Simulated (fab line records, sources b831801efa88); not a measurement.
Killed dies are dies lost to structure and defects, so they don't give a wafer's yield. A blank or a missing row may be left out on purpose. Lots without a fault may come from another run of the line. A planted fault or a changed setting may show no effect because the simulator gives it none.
fab line records | flow sky130
record lots=6 wafers=18 last_day=50
route steps=708 shown METAL5@664 PAD_OPEN@708
lots that met no fault: from a run of the same line without faults
start_h: hours from the record's first day to the start of the lot's first wafer shown | wait_h: hours since the lot's step before | " the same as in the row above | L1.1+2: a row that stands for several wafers | - no value, or no start given | * or withheld: withheld | < > ~ a bound
route shown NAME@n: a module of which the file shows steps, and the number in the route of the first | usual: mean/standard deviation of fault-free wafers | same: alike in all rows | chamber/n: place in a boat | sites: the reading at each site | _std_site: their standard deviation | _edge_site: outer sites' mean less inner sites' | radius_mm: how far each site lies from the wafer's centre | mask NAME#n: copy n | behind: the tool/chamber that last shaped the wafer | hold: why the lot was held/for how many hours/how that ended | device: the transistor (n, p or np) that didn't switch | end of line: the same wafers' tests at the end of the route | a step without rows: its recipe alone | killed: dies lost to structure and defects at the first sort, not the wafer's yield | map: a wafer's dies, x killed, . not, _ none there
set.NAME: the setting as run; set.NAME@STEP: as run at that earlier step | model.NAME: the simulator's own value behind a step, which no gauge read
lots at some steps of the route; a table a step, a row a wafer
services: from which hour (start_h, from the record's first day; less than 0 if before it) a tool's chamber was out of use, for how many hours, and why
## steps
# step SKY_METAL5_SPUTTER_03
# recipe material=Ti target_thk_nm=5 power_w=3000 time_s=3.3 chamber_pressure_pa=0.4
# usual throttle_valve_pct=29.6/0.9
# columns lot.wafer tool chamber start_h wait_h throttle_valve_pct
L770.1 pvd_sputter-01 - 1030.97 0.0 29.7
L770.3 " - " " 30.4
L770.5 " - " " 29.8
L774.1 pvd_sputter-03 - 1046.46 0.0 31.6
L774.4 " - " " 29.4
L774.5 " - " " 30.1
L777.2 pvd_sputter-01 - 1070.92 0.0 29.5
L777.3 " - " " 29.7
L777.6 " - " " 29.8
L782.1 pvd_sputter-02 - 1100.49 0.0 28.6
L782.3 " - " " 27.9
L782.5 " - " " 28.8
L785.1 pvd_sputter-01 - 1119.96 0.0 29.8
L785.3 " - " " 28.3
L785.5 " - " " 28.6
L788.2 pvd_sputter-02 - 1136.03 0.0 28.3
L788.3 " - " " 29.4
L788.6 " - " " 29.9
# step SKY_METAL5_SPUTTER_04
# recipe material=TiN target_thk_nm=70 power_w=6500 time_s=58.3 chamber_pressure_pa=0.4
# usual throttle_valve_pct=29.6/0.88
# columns lot.wafer tool chamber start_h wait_h throttle_valve_pct
L770.1 pvd_sputter-01 - 1030.99 0.0 30.1
L770.3 " - " " 30.5
L770.5 " - " " 29.9
L774.1 pvd_sputter-03 - 1046.48 0.0 31.8
L774.4 " - " " 29.7
L774.5 " - " " 30.2
L777.2 pvd_sputter-01 - 1070.94 0.0 29.4
L777.3 " - " " 29.9
L777.6 " - " " 29.8
L782.1 pvd_sputter-02 - 1100.51 0.0 28.6
L782.3 " - " " 28.0
L782.5 " - " " 28.7
L785.1 pvd_sputter-01 - 1119.97 0.0 30.1
L785.3 " - " " 28.3
L785.5 " - " " 28.4
L788.2 pvd_sputter-02 - 1136.05 0.0 28.7
L788.3 " - " " 29.5
L788.6 " - " " 29.8
# step SKY_METAL5_RS_MEAS_05
# recipe thk_meas_gauge=four-point-probe reads=TiN_of_METAL5_SPUTTER_04+Ti_of_METAL5_SPUTTER_03+AlCu_of_METAL5_SPUTTER_02+TiN_of_METAL5_SPUTTER_01+Ti_of_METAL5_SPUTTER_00
# usual METAL5_ALCU_RS=0.02711/0.00024
# columns lot.wafer tool chamber start_h wait_h METAL5_ALCU_RS[ohm/sq]
L770.1 film_metro-03 - 1031.04 0.0 0.02736
L770.3 " - " " 0.02741
L770.5 " - " " 0.02746
L774.1 film_metro-01 - 1046.53 0.0 0.02693
L774.4 " - " " 0.02711
L774.5 " - " " 0.02694
L777.2 film_metro-04 - 1071.01 0.0 0.02732
L777.3 " - " " 0.02728
L777.6 " - " " 0.02728
L782.1 film_metro-04 - 1100.56 0.0 0.02733
L782.3 " - " " 0.02756
L782.5 " - " " 0.02714
L785.1 film_metro-01 - 1120.02 0.0 0.02707
L785.3 " - " " 0.02725
L785.5 " - " " 0.02737
L788.2 film_metro-04 - 1136.16 0.1 0.02664
L788.3 " - " " 0.02689
L788.6 " - " " 0.02692
# step SKY_METAL5_THK_MEAS_06
# recipe thk_meas_gauge=xrf reads=AlCu_of_METAL5_SPUTTER_02
# usual METAL5_ALCU_THK=1138/10
# columns lot.wafer tool chamber start_h wait_h METAL5_ALCU_THK[nm]
L770.1 film_metro-03 - 1031.16 0.1 1131
L770.3 " - " " 1136
L770.5 " - " " 1129
L774.1 film_metro-01 - 1046.65 0.1 1146
L774.4 " - " " 1141
L774.5 " - " " 1144
L777.2 film_metro-04 - 1071.12 0.1 1127
L777.3 " - " " 1125
L777.6 " - " " 1136
L782.1 film_metro-04 - 1100.68 0.1 1124
L782.3 " - " " 1115
L782.5 " - " " 1132
L785.1 film_metro-01 - 1120.14 0.1 1135
L785.3 " - " " 1133
L785.5 " - " " 1126
L788.2 film_metro-04 - 1136.27 0.1 1155
L788.3 " - " " 1148
L788.6 " - " " 1144
# step SKY_METAL5_DEHYDRATE_07
# recipe temp_c=200 time_s=60
# step SKY_METAL5_HMDS_08
# recipe prime_time_s=60 prime_temp_c=120
# step SKY_METAL5_COAT_09
# recipe resist=NOVOLAK spin_rpm=3000 resist_thk_nm=1800
# step SKY_METAL5_SOFTBAKE_10
# recipe temp_c=90 time_s=60 resist=NOVOLAK
# step SKY_METAL5_EXPOSE_11
# recipe mask_id=MM5 na=0.6 source_shape=conventional sigma_outer=0.6 polarization=unpolarized target_cd_nm=1600 dose_mj=190
# step SKY_METAL5_PEB_12
# recipe temp_c=withheld time_s=* resist=NOVOLAK
# step SKY_METAL5_DEVELOP_13
# recipe resist=NOVOLAK developer=TMAH develop_time_s=60 dev_temp_c=23
# step SKY_METAL5_DESCUM_14
# recipe chemistry=O2 source_power_w=150 bias_power_w=0 pressure_mtorr=10 temp_c=40 time_s=11
# usual drypump_motor_current_A=5.5/0.53 he_backside_leak_sccm=3.40/0.28 oes_product_au=0.997/0.0081
# columns lot.wafer tool chamber start_h wait_h drypump_motor_current_A he_backside_leak_sccm oes_product_au rf_hours_counter_h
L770.1 rie_metal-04 0 1052.73 0.1 6.6 3.49 0.999 2
L770.3 " 0 " " 6.6 3.54 0.987 -
L770.5 " 0 " " 6.6 3.55 1.002 -
L774.1 rie_metal-02 0 1068.53 0.1 5.4 3.39 1.004 8
L774.4 " 0 " " 5.4 3.28 0.994 -
L774.5 " 0 " " 5.4 3.49 0.994 -
L777.2 rie_metal-02 1 1091.79 0.1 4.8 3.26 0.990 0
L777.3 " 1 " " 4.8 3.39 1.005 -
L777.6 " 0 " " 5.4 3.16 0.992 -
L782.1 rie_metal-02 0 1120.48 0.1 5.4 3.13 0.995 13
L782.3 " 0 " " 5.4 3.15 0.992 -
L782.5 " 0 " " 5.4 3.21 0.997 -
L785.1 rie_metal-01 1 1138.74 0.1 5.4 3.53 1.000 20
L785.3 " 0 " " 5.5 3.46 0.994 -
L785.5 " 0 " " 5.5 3.38 0.991 -
L788.2 rie_metal-04 0 1154.03 0.1 6.6 3.49 1.000 10
L788.3 " 1 " " 5.3 3.45 1.003 -
L788.6 " 0 " " 6.6 3.28 0.993 -
# step SKY_METAL5_METAL_ETCH_15
# recipe target_depth_a=12600 stop_on=SiO2 over_etch_frac=0.2 time_s=252 chemistry=Cl2/BCl3 resist_sidewall_deg=86 pressure_mtorr=10 icp_w=900 bias_w=48.5 Cl2_flow_sccm=60 bcl3_flow_sccm=30
# usual drypump_motor_current_A=5.5/0.53 he_backside_leak_sccm=3.4/0.32 oes_product_au=0.894/0.0048 throttle_valve_pct=22.265/0.0087
# columns lot.wafer tool chamber start_h wait_h drypump_motor_current_A he_backside_leak_sccm oes_product_au rf_hours_counter_h throttle_valve_pct model.METAL5.feature_depth_nm model.etch.depth_nm model.NOVOLAK_of_METAL5_COAT_09.thk_nm
L770.1 rie_metal-04 0 1052.76 0.0 6.6 3.8 0.893 2 22.267 1266 1266 1037
L770.3 " 0 " " 6.6 3.5 0.891 - 22.272 1265 1265 1041
L770.5 " 0 " " 6.6 3.5 0.899 - 22.268 1263 1263 1043
L774.1 rie_metal-02 0 1068.60 0.1 5.4 3.0 0.887 8 22.264 1254 1254 1046
L774.4 " 0 " " 5.4 3.2 0.895 - 22.267 1259 1259 1042
L774.5 " 0 " " 5.4 3.3 0.897 - 22.263 1266 1266 1051
L777.2 rie_metal-02 1 1091.82 0.0 4.8 3.1 0.759 0 22.250 927.6 927.6 1326
L777.3 " 1 " " 4.8 3.3 0.751 - 22.263 930.8 930.8 1326
L777.6 " 0 " " 5.4 3.2 0.754 - 22.259 914.5 914.5 1331
L782.1 rie_metal-02 0 1120.51 0.0 5.4 3.2 0.750 13 22.256 913.8 913.8 1347
L782.3 " 0 " " 5.5 3.1 0.750 - 22.255 917.4 917.4 1342
L782.5 " 0 " " 5.4 3.2 0.753 - 22.273 921.3 921.3 1337
L785.1 rie_metal-01 1 1138.77 0.0 5.3 3.5 0.899 20 22.255 1262 1262 1026
L785.3 " 0 " " 5.5 3.8 0.895 - 22.260 1252 1252 1033
L785.5 " 0 " " 5.5 3.8 0.900 - 22.275 1269 1269 1028
L788.2 rie_metal-04 0 1154.06 0.0 6.6 3.4 0.900 10 22.274 1261 1261 1051
L788.3 " 1 " " 5.3 3.4 0.892 - 22.256 1253 1253 1045
L788.6 " 0 " " 6.6 3.4 0.897 - 22.264 1267 1267 1049
# step SKY_METAL5_STRIP_16
# recipe chemistry=O2/N2 power_w=1400 pressure_mtorr=1500 platen_temp_c=withheld o2_flow_sccm=3000 n2_flow_sccm=300 overash_fraction=0.5
# usual drypump_motor_current_A=5.8/0.43 oes_product_au=0.709/0.0042 strip_time_to_endpoint_s=13.12/0.099
# columns lot.wafer tool chamber start_h wait_h drypump_motor_current_A oes_product_au rf_hours_counter_h strip_time_to_endpoint_s
L770.1 plasma_asher-02 0 1053.00 0.2 5.3 0.710 85 13.09
L770.3 " 0 " " 5.3 0.708 - 13.13
L770.5 " 0 " " 5.3 0.720 - 13.17
L774.1 plasma_asher-04 0 1069.07 0.4 5.9 0.708 33 13.19
L774.4 " 0 " " 5.9 0.705 - 13.17
L774.5 " 1 " " 6.2 0.711 - 13.22
L777.2 plasma_asher-02 0 1092.06 0.2 5.3 0.713 89 16.38
L777.3 " 1 " " 5.7 0.708 - 16.37
L777.6 " 0 " " 5.3 0.714 - 16.44
L782.1 plasma_asher-02 0 1120.75 0.2 5.3 0.706 92 16.63
L782.3 " 1 " " 5.7 0.706 - 16.57
L782.5 " 1 " " 5.7 0.705 - 16.53
L785.1 plasma_asher-02 0 1139.01 0.2 5.3 0.714 94 12.97
L785.3 " 0 " " 5.3 0.711 - 13.03
L785.5 " 0 " " 5.3 0.711 - 12.98
L788.2 plasma_asher-02 0 1154.30 0.2 5.3 0.711 95 13.22
L788.3 " 0 " " 5.3 0.709 - 13.21
L788.6 " 1 " " 5.7 0.708 - 13.24
# step SKY_METAL5_STRIP_17
# recipe chemistry=post_etch_residue_remover time_s=1200 temp_c=72.5
# step SKY_PAD_OPEN_PROBE_99
# usual defect_limited_yield=82.6/1.9 killed_at_M0_to_M3=43/7 killed_at_M4_up=3.1/2 killed_at_contacts=24/5.3 killed_at_front_end=15/4.2 killed_at_other=0.4/0.66 killed_dies=86/9.5 killed_on_rim=17/3.9 killed_open=47/7.4 killed_short=38/6.2 sort_bin_3_pad_short=0.9/0.44 sort_bin_5_function=10.2/1.4 sort_bin_6_memory=6.4/1.1 sort_n_pass=406/9.5 sort_yield_pct=82.6/1.9
# same gross_dies=492 killed_at_back_side=0 sort_bin_4_leakage[%]=0 sort_bin_8_speed[%]=0
# columns lot.wafer tool chamber start_h wait_h defect_limited_yield[%] killed_at_M0_to_M3 killed_at_M4_up killed_at_contacts killed_at_front_end killed_at_other killed_dies killed_on_rim killed_open killed_short sort_bin_3_pad_short[%] sort_bin_5_function[%] sort_bin_6_memory[%] sort_n_pass sort_yield_pct[%]
L770.1 prober-02 - 1097.15 0.1 83.5 45 3 24 9 0 81 16 42 39 0.8 10.4 5.3 411 83.5
L770.3 prober-02 - 1097.25 0.2 82.5 42 3 27 14 0 86 23 52 32 0 10.4 7.1 406 82.5
L770.5 prober-02 - 1097.35 0.2 81.9 51 0 25 11 2 89 19 49 36 0.6 11.2 6.3 403 81.9
L774.1 prober-01 - 1113.94 0.1 87.2 32 2 19 10 0 63 14 30 33 0.4 8.1 4.3 429 87.2
L774.4 prober-01 - 1114.09 0.2 83.3 41 1 33 7 0 82 11 51 31 0.4 10.4 5.9 410 83.3
L774.5 prober-01 - 1114.14 0.2 82.7 48 3 22 12 0 85 17 41 42 1.2 10.4 5.7 407 82.7
L777.2 prober-01 - 1135.40 0.1 0 58 402 21 10 1 492 96 49 43 1.0 92.1 6.9 0 0
L777.3 prober-01 - 1135.45 0.2 0 38 421 20 13 0 492 96 36 37 1.0 94.9 4.1 0 0
L777.6 prober-01 - 1135.60 0.2 0 45 397 31 18 1 492 96 49 47 1.2 92.3 6.5 0 0
L782.1 prober-01 - 1160.64 0.1 0 47 412 26 7 0 492 96 41 41 0.8 91.1 8.1 0 0
L782.3 prober-01 - 1160.74 0.2 0 46 417 16 13 0 492 96 38 41 1.0 92.9 6.1 0 0
L782.5 prober-01 - 1160.84 0.2 0 30 420 24 18 0 492 96 42 33 0.2 93.5 6.3 0 0
L785.1 prober-02 - 1177.35 0.1 82.7 44 2 21 17 1 85 16 53 31 0.6 10.8 5.9 407 82.7
L785.3 prober-02 - 1177.45 0.2 85.2 42 1 15 13 2 73 14 35 38 1.0 8.3 5.5 419 85.2
L785.5 prober-02 - 1177.55 0.2 83.7 35 5 18 22 0 80 16 43 36 0.8 8.1 7.3 412 83.7
L788.2 prober-01 - 1190.73 0.1 82.9 43 3 19 19 0 84 18 50 34 1.8 9.3 5.9 408 82.9
L788.3 prober-01 - 1190.78 0.2 81.9 44 0 29 16 0 89 13 53 36 1.4 10.6 6.1 403 81.9
L788.6 prober-01 - 1190.93 0.2 82.5 58 3 14 11 0 86 13 39 47 0.6 10.2 6.7 406 82.5
# killed by level:class
L770.1 CONTACT:geometric_particle:open=11 VIA1:geometric_particle:open=11 VIA1:geometric_particle:short=8 CONTACT:geometric_particle:short=5 VIA3:geometric_particle:short=5 METAL2:geometric_particle:short=5 LI_CONTACT:geometric_particle:open=4 VIA3:geometric_particle:open=4
L770.3 VIA1:geometric_particle:open=14 LI_CONTACT:geometric_particle:open=11 VIA3:geometric_particle:open=8 CONTACT:geometric_particle:open=7 METAL1:geometric_particle:short=5 FIELD_ISO:geometric_particle:open=4 CONTACT:geometric_particle:short=4 VIA1:geometric_particle:short=4
L770.5 CONTACT:geometric_particle:open=12 VIA1:geometric_particle:open=10 METAL2:geometric_particle:short=9 LI_CONTACT:geometric_particle:open=7 VIA3:geometric_particle:open=7 METAL1:geometric_particle:short=5 VIA1:geometric_particle:short=5 VIA2:geometric_particle:open=5
L774.1 METAL2:geometric_particle:short=9 CONTACT:geometric_particle:open=7 VIA1:geometric_particle:open=7 LI_CONTACT:geometric_particle:open=5 LI_CONTACT:geometric_particle:short=4 VIA2:geometric_particle:open=4 METAL3:geometric_particle:short=4 FIELD_ISO:geometric_particle:short=3
L774.4 VIA1:geometric_particle:open=12 CONTACT:geometric_particle:open=11 LI_CONTACT:geometric_particle:open=8 METAL2:geometric_particle:short=8 LI_CONTACT:geometric_particle:short=5 CONTACT:geometric_particle:short=5 METAL1:geometric_particle:short=5 VIA3:geometric_particle:open=5
L774.5 VIA1:geometric_particle:open=14 LI_CONTACT:geometric_particle:open=10 METAL1:geometric_particle:short=7 VIA1:geometric_particle:short=7 VIA2:geometric_particle:open=6 LOCAL_INTERCONNECT:geometric_particle:short=5 VIA3:geometric_particle:open=4 CONTACT:geometric_particle:short=4
L777.2 METAL5:area_etch=400 VIA1:geometric_particle:open=18 METAL1:geometric_particle:short=10 METAL2:geometric_particle:short=9 LI_CONTACT:geometric_particle:open=7 VIA2:geometric_particle:open=6 CONTACT:geometric_particle:open=5 CONTACT:geometric_particle:short=5
L777.3 METAL5:area_etch=419 LI_CONTACT:geometric_particle:open=10 METAL1:geometric_particle:short=9 VIA1:geometric_particle:open=6 CONTACT:geometric_particle:open=5 VIA1:geometric_particle:short=5 METAL2:geometric_particle:short=5 VIA2:geometric_particle:open=5
L777.6 METAL5:area_etch=396 LI_CONTACT:geometric_particle:open=13 VIA1:geometric_particle:open=9 VIA1:geometric_particle:short=8 METAL2:geometric_particle:short=7 FIELD_ISO:geometric_particle:open=6 CONTACT:geometric_particle:open=6 LI_CONTACT:geometric_particle:short=5
L782.1 METAL5:area_etch=410 LI_CONTACT:geometric_particle:open=10 VIA1:geometric_particle:open=10 VIA1:geometric_particle:short=8 VIA3:geometric_particle:open=8 CONTACT:geometric_particle:open=6 CONTACT:geometric_particle:short=6 VIA3:geometric_particle:short=5
L782.3 METAL5:area_etch=413 VIA1:geometric_particle:short=8 VIA2:geometric_particle:open=7 VIA3:geometric_particle:open=6 CONTACT:geometric_particle:open=6 LI_CONTACT:geometric_particle:open=5 METAL1:geometric_particle:short=5 VIA3:geometric_particle:short=5
L782.5 METAL5:area_etch=417 CONTACT:geometric_particle:open=11 VIA2:geometric_particle:open=8 FIELD_ISO:geometric_particle:short=7 LI_CONTACT:geometric_particle:open=5 VIA1:geometric_particle:open=5 LOCAL_INTERCONNECT:geometric_particle:short=4 VIA3:geometric_particle:open=4
L785.1 VIA1:geometric_particle:open=11 LI_CONTACT:geometric_particle:open=9 VIA3:geometric_particle:open=8 CONTACT:geometric_particle:open=6 VIA2:geometric_particle:open=6 POLY_GATE:geometric_particle:short=4 POLY_GATE:geometric_particle:open=4 METAL1:geometric_particle:short=4
L785.3 VIA1:geometric_particle:open=9 VIA1:geometric_particle:short=6 VIA2:geometric_particle:open=6 CONTACT:geometric_particle:open=5 METAL2:geometric_particle:short=5 VIA3:geometric_particle:open=5 FIELD_ISO:geometric_particle:open=4 POLY_GATE:geometric_particle:short=4
L785.5 LI_CONTACT:geometric_particle:open=8 POLY_GATE:geometric_particle:open=7 VIA1:geometric_particle:open=7 VIA3:geometric_particle:open=5 FIELD_ISO:geometric_particle:open=4 POLY_GATE:geometric_particle:short=4 METAL1:geometric_particle:short=4 METAL2:geometric_particle:short=4
L788.2 VIA1:geometric_particle:open=14 LI_CONTACT:geometric_particle:open=8 CONTACT:geometric_particle:open=8 FIELD_ISO:geometric_particle:open=6 POLY_GATE:geometric_particle:short=6 METAL1:geometric_particle:short=6 VIA3:geometric_particle:short=5 VIA1:geometric_particle:short=4
L788.3 VIA1:geometric_particle:open=14 CONTACT:geometric_particle:open=12 LI_CONTACT:geometric_particle:open=6 VIA2:geometric_particle:open=6 CONTACT:geometric_particle:short=6 METAL1:geometric_particle:short=6 VIA1:geometric_particle:short=4 VIA3:geometric_particle:open=4
L788.6 VIA2:geometric_particle:open=11 VIA1:geometric_particle:open=10 METAL1:geometric_particle:short=10 CONTACT:geometric_particle:open=9 METAL2:geometric_particle:short=8 VIA2:geometric_particle:short=6 FIELD_ISO:geometric_particle:short=4 VIA1:geometric_particle:short=4
# map L777.2 (x killed, . not)
__________xxxxxxxxxx_________
________xxxxxxxxxxxxxx_______
______xxxxxxxxxxxxxxxxxx_____
_____xxxxxxxxxxxxxxxxxxxx____
____xxxxxxxxxxxxxxxxxxxxxx___
___xxxxxxxxxxxxxxxxxxxxxxxx__
__xxxxxxxxxxxxxxxxxxxxxxxxxx_
_xxxxxxxxxxxxxxxxxxxxxxxxxxxx
_xxxxxxxxxxxxxxxxxxxxxxxxxxxx
_xxxxxxxxxxxxxxxxxxxxxxxxxxxx
_xxxxxxxxxxxxxxxxxxxxxxxxxxxx
_xxxxxxxxxxxxxxxxxxxxxxxxxxxx
_xxxxxxxxxxxxxxxxxxxxxxxxxxxx
_xxxxxxxxxxxxxxxxxxxxxxxxxxxx
_xxxxxxxxxxxxxxxxxxxxxxxxxxxx
__xxxxxxxxxxxxxxxxxxxxxxxxxx_
___xxxxxxxxxxxxxxxxxxxxxxxx__
____xxxxxxxxxxxxxxxxxxxxxx___
_____xxxxxxxxxxxxxxxxxxxx____
______xxxxxxxxxxxxxxxxxx_____
________xxxxxxxxxxxxxx_______
__________xxxxxxxxxx_________
# map L782.1 (x killed, . not)
__________xxxxxxxxxx_________
________xxxxxxxxxxxxxx_______
______xxxxxxxxxxxxxxxxxx_____
_____xxxxxxxxxxxxxxxxxxxx____
____xxxxxxxxxxxxxxxxxxxxxx___
___xxxxxxxxxxxxxxxxxxxxxxxx__
__xxxxxxxxxxxxxxxxxxxxxxxxxx_
_xxxxxxxxxxxxxxxxxxxxxxxxxxxx
_xxxxxxxxxxxxxxxxxxxxxxxxxxxx
_xxxxxxxxxxxxxxxxxxxxxxxxxxxx
_xxxxxxxxxxxxxxxxxxxxxxxxxxxx
_xxxxxxxxxxxxxxxxxxxxxxxxxxxx
_xxxxxxxxxxxxxxxxxxxxxxxxxxxx
_xxxxxxxxxxxxxxxxxxxxxxxxxxxx
_xxxxxxxxxxxxxxxxxxxxxxxxxxxx
__xxxxxxxxxxxxxxxxxxxxxxxxxx_
___xxxxxxxxxxxxxxxxxxxxxxxx__
____xxxxxxxxxxxxxxxxxxxxxx___
_____xxxxxxxxxxxxxxxxxxxx____
______xxxxxxxxxxxxxxxxxx_____
________xxxxxxxxxxxxxx_______
__________xxxxxxxxxx_________
## services
# columns tool chamber start_h hours kind
rie_metal-01 - 1007.54 14.6 pm
pvd_sputter-02 1 1007.80 - consumable_replace:kit
pvd_sputter-02 1 1007.80 18.0 scheduled_down
pvd_sputter-02 1 1007.80 18.0 vent_cycle
pvd_sputter-01 0 1039.11 - consumable_replace:kit
pvd_sputter-01 0 1039.11 18.0 scheduled_down
pvd_sputter-01 0 1039.11 18.0 vent_cycle
plasma_asher-02 - 1041.17 6.7 repair
plasma_asher-02 - 1047.85 2.8 pm
plasma_asher-02 - 1060.76 1.0 repair
rie_metal-02 1 1066.14 - clean
rie_metal-02 1 1066.14 18.1 scheduled_down
rie_metal-02 1 1066.14 18.1 vent_cycle
pvd_sputter-03 - 1070.25 6.2 repair
pvd_sputter-03 3 1107.57 - consumable_replace:kit
pvd_sputter-03 3 1107.57 18.0 scheduled_down
pvd_sputter-03 3 1107.57 18.0 vent_cycle
pvd_sputter-01 - 1134.96 0.5 repair
pvd_sputter-01 3 1138.09 - consumable_replace:kit
pvd_sputter-01 3 1138.09 18.0 scheduled_down
pvd_sputter-01 3 1138.09 18.0 vent_cycle
pvd_sputter-02 0 1139.74 - consumable_replace:kit
pvd_sputter-02 0 1139.74 18.0 scheduled_down
pvd_sputter-02 0 1139.74 18.0 vent_cycle
## key
first_sign step=SKY_METAL5_METAL_ETCH_15 reading=oes_product_au direction=down sigmas=30 usual=0.894 struck=0.753
effect step=SKY_METAL5_STRIP_16 reading=strip_time_to_endpoint_s direction=up sigmas=34 usual=* struck=*
effect step=SKY_PAD_OPEN_PROBE_99 reading=killed_at_M4_up direction=up sigmas=99+ usual=3.1 struck=411.5
model_effect step=SKY_METAL5_METAL_ETCH_15 value=METAL5.feature_depth_nm without=1265 struck=920.9
more_kills_born_at SKY_METAL5_METAL_ETCH_15@rie_metal-02=2455
met_at SKY_METAL5_METAL_ETCH_15
struck_wafers L777.2,L777.3,L777.6,L782.1,L782.3,L782.5
later_rows_left_out L777.2,L777.3,L777.6,L782.1,L782.3,L782.5
onset_between 1068.60 1091.82
fault kind=process_parameter_drift tool=rie_metal-02 chamber=- onset_h=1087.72 steps=SKY_METAL5_METAL_ETCH_15 channel=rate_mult offset=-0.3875 shape=step end_h=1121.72
# later_rows_left_out: the simulator's readings of these wafers behind a module that went badly wrong aren't trusted and aren't shown, but for the sort
